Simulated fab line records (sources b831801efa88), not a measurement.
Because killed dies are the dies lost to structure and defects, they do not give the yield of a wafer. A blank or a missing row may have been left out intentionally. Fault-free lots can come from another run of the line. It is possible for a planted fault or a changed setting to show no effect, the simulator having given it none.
A lot that was struck, set against a sound lot -- flow sky130 -- 17 out of 708 route steps
Sound: wafers L128.1, L128.3, L128.5. Struck: wafers L118.2, L118.4, L118.6. The cause is named last.
At each step with rows: each side's tool, then ch and its chambers, then its first start. Under that, the readings that differ: sound wafers -- struck wafers -- difference of the means -- sigmas: that difference in standard deviations of wafers without a fault.
alike: words and numbers the same on both sides, and readings whose means are apart by under 2 such deviations; not compared: readings that were withheld, readings missing a value for some wafer, numbers with overlapping values and no deviation given by the record, and bounds like >300 which may hide the same value.
A row with sigmas, a row that says differs or no value, or rows on one side alone: a step with any of these is where the two part. Numbers that don't overlap but have no deviation are shown without sigmas and don't part them. A reading missing from all wafers of one side parts the sides only when that side holds two or more wafers.

SKY_GATE_OXIDE_TW_MEAS_14:
  sound: film-metro-03 at day 20 04:17; struck: film-metro-02 at day 16 17:40
  alike: GATE_OXIDE_TW
then, 3 steps without rows for these wafers: SKY_GATE_OXIDE_CLEAN_15 (cleans in SC1/SC2, time 150 s); SKY_GATE_OXIDE_OXIDATION_16 (stabilise 600 s, purge 300 s, target thk 3.57 nm); SKY_POLY_GATE_CVD_00 (deposits poly-Si, target thk 180 nm, time 720 s).
SKY_POLY_GATE_THK_MEAS_01:
  sound: film-metro-04 at day 20 07:07; struck: film-metro-04 at day 16 20:32
  alike: POLY_GATE_CVD_00_THK
then, 7 steps without rows for these wafers: SKY_RES_PROTECT_DEHYDRATE_00 (time 60 s); SKY_RES_PROTECT_HMDS_01 (prime time 60 s); SKY_RES_PROTECT_COAT_02 (resist thk 1140 nm); SKY_RES_PROTECT_SOFTBAKE_03 (time 60 s); SKY_RES_PROTECT_EXPOSE_04 (exposes mask RPM, target cd 1270 nm); SKY_RES_PROTECT_PEB_05; SKY_RES_PROTECT_DEVELOP_06 (develop time 60 s).
SKY_POLY_GATE_IMPLANT_02:
  sound on implanter-02 ch 0, day 21 14:52; struck on implanter-02 ch 0, day 18 02:08
reading,sound,struck,difference,sigmas
beam-on-s (s),29 28 29,10 10 11,-18,-3
dose-ions-cm2,7.691e+15 7.699e+15 7.701e+15,2.788e+15 2.793e+15 2.787e+15,-4.908e+15,-99 or more
end-station-pressure-torr (Torr),1.24e-05 1.26e-05 1.23e-05,1.82e-05 1.66e-05 1.71e-05,+4.87e-06,+3
  alike: faraday-current-uA, tilt-deg
SKY_RES_PROTECT_STRIP_07: strips in O2/N2.
  sound on plasma-asher-04 ch 0,1, day 21 15:01; struck on plasma-asher-02 ch 0,1, day 18 02:16
reading,sound,struck,difference,sigmas
oes-product-au (a.u.),0.514 0.522 0.520,0.573 0.573 0.570,+0.053,+11
strip-time-to-endpoint-s (s),23.28 23.31 23.25,19.44 19.34 19.37,-3.90,-81
  alike: drypump-motor-current-A, n2-flow-sccm
  not compared: rf-hours-counter-h
SKY_RES_PROTECT_TW_MEAS_08:
  sound: film-metro-04 at day 21 15:07; struck: film-metro-03 at day 18 02:23
reading,sound,struck,difference,sigmas
POLY_GATE_TW,4022 4036 4036,3647 3651 3636,-387,-18
then, 1 step without rows for these wafers: SKY_RES_PROTECT_CLEAN_09 (cleans in SC1/SC2, time 150 s).
-- here the record skips 30 days between the struck wafers' starts before and after, leaving off in module RES_PROTECT and picking up in module PAD_OPEN (first step shown: number 708 of the route) --
SKY_PAD_OPEN_PROBE_99:
  sound: prober-01 at day 49 23:08; struck: prober-01 at day 47 23:44
reading,sound,struck,difference,sigmas
model.etest.res-poly.line-ohm-um,514.8 522.1 531.5,1504 1563 1559,+1019,
model.etest.licon-poly.rc-ohm,158.2 162.1 156.9,1102 1092 1057,+925,
model.etest.res-poly.rs-ohm-sq,48.16 48.55 48.31,146.2 148.4 145.8,+98.5,
model.etest.nfet_01v8.r-on-ohm-um,822.2 818.6 838.7,876.9 852.9 855.3,+35.2,
model.etest.nfet_01v8_turned.drive-ua-um,518.7 517.1 503.8,483.7 481.7 489.2,-28.3,
model.etest.nfet_01v8_swapped.drive-ua-um,518.2 517 500.1,478 481 487.5,-30,
model.etest.nfet_01v8_lvt.drive-ua-um,590.8 586.1 574.4,548.7 558.8 560.1,-27.9,
model.etest.nfet_01v8.drive-ua-um,520 514.5 504.1,476.8 480.2 491,-30.2,
  alike: killed_at_M0_to_M3, killed_at_M4_up, killed-at-contacts, killed-at-front-end, killed-at-other, killed-dies, killed-open, killed-short

WHERE THEY PART
Earliest at SKY_POLY_GATE_IMPLANT_02; latest, in this record, at SKY_RES_PROTECT_TW_MEAS_08. Later steps at which nothing parts them and some readings are alike: SKY_PAD_OPEN_PROBE_99.

WHY: whatever the simulator had introduced
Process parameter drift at SKY_POLY_GATE_IMPLANT_02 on implanter-02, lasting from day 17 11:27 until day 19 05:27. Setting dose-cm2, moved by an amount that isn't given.
